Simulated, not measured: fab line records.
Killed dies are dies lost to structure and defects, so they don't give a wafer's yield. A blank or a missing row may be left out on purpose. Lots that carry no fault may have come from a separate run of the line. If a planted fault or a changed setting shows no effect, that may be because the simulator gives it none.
Matching of chambers -- flow gf180mcu -- GF_V3_ETCH_16 on rie-diel-04: 4 sister chambers
The step etches BARC in N2/H2. 24 wafers are shown with their chamber, then 12 later ones without.

WAFERS WITH THEIR CHAMBER
wafer,chamber,throttle-valve-pct (%),h2-flow-sccm (sccm),oes-product-au (a.u.)
L076.1,1,13.232,199.1,0.852
L076.4,3,13.232,199.7,0.859
L076.6,1,13.224,199.8,0.852
L077.1,3,13.213,199.2,0.854
L077.3,2,13.220,199.6,0.853
L077.4,1,13.218,200.6,0.855
L080.3,0,13.238,200.5,0.856
L080.5,1,13.231,199.6,0.853
L080.6,0,13.216,200.5,0.856
L081.1,1,13.205,200.3,0.852
L081.3,0,13.240,200.2,0.858
L081.6,3,13.212,200.7,0.856
L083.1,0,13.217,199.8,0.853
L083.4,3,13.220,200.1,0.855
L083.6,1,13.210,199.5,0.862
L085.1,2,13.222,199.7,0.863
L085.3,0,13.235,201.7,0.856
L085.6,3,13.219,199.5,0.871
L088.2,3,13.233,198.4,0.856
L088.4,2,13.217,200.5,0.852
L088.5,1,13.231,200.7,0.856
L089.3,1,13.225,200.0,0.861
L089.4,0,13.252,200.7,0.857
L089.6,0,13.224,199.9,0.850

SIGNATURES, as means of the wafers listed above
reading,chamber 0,chamber 1,chamber 2,chamber 3,scatter within a chamber
throttle-valve-pct,13.23171,13.22200,13.21967,13.22150,0.0105
h2-flow-sccm,200.471,199.950,199.933,199.600,0.639
oes-product-au,0.85514,0.85537,0.85600,0.85850,0.00467
Rule: a wafer's distance from a chamber is the root of the sum, over the readings, of the square of ((its reading less the chamber's mean) divided by the reading's scatter). If the next closest chamber is less than 2 further off than the closest, the wafer can't be placed; otherwise it belongs to the closest. The scatter: take each reading less its chamber's mean, square it, sum over the shown wafers, divide by the number of wafers less the number of chambers, and take the root.

WAFERS WITHOUT THEIR CHAMBER
wafer,throttle-valve-pct (%),h2-flow-sccm (sccm),oes-product-au (a.u.)
L091.2,13.242,199.7,0.855
L091.4,13.224,200.2,0.854
L091.5,13.240,200.2,0.858
L092.1,13.238,201.0,0.852
L092.2,13.215,199.4,0.854
L092.3,13.238,200.9,0.848
L095.1,13.230,198.8,0.858
L095.4,13.234,199.7,0.856
L095.6,13.228,199.8,0.855
L097.1,13.204,199.8,0.851
L097.3,13.222,199.6,0.860
L097.4,13.220,199.9,0.859

WHICH CHAMBER EACH WENT THROUGH
wafer,from the rows above,in truth
L091.2,can't be placed: 0 or 1 or 3 or 2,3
L091.4,can't be placed: 1 or 2 or 0 or 3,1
L091.5,can't be placed: 0 or 1 or 3 or 2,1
L092.1,can't be placed: 0 or 1 or 2 or 3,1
L092.2,can't be placed: 2 or 1 or 3 or 0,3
L092.3,can't be placed: 0 or 1 or 2 or 3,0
L095.1,can't be placed: 3 or 1 or 2 or 0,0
L095.4,can't be placed: 1 or 0 or 3 or 2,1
L095.6,can't be placed: 1 or 2 or 3 or 0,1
L097.1,can't be placed: 2 or 1 or 3 or 0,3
L097.3,can't be placed: 3 or 2 or 1 or 0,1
L097.4,can't be placed: 3 or 2 or 1 or 0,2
0 of 12 placed correctly. Can't be placed from these rows: 12 (the true chamber is among the candidates in 12). Wrongly placed: 0.
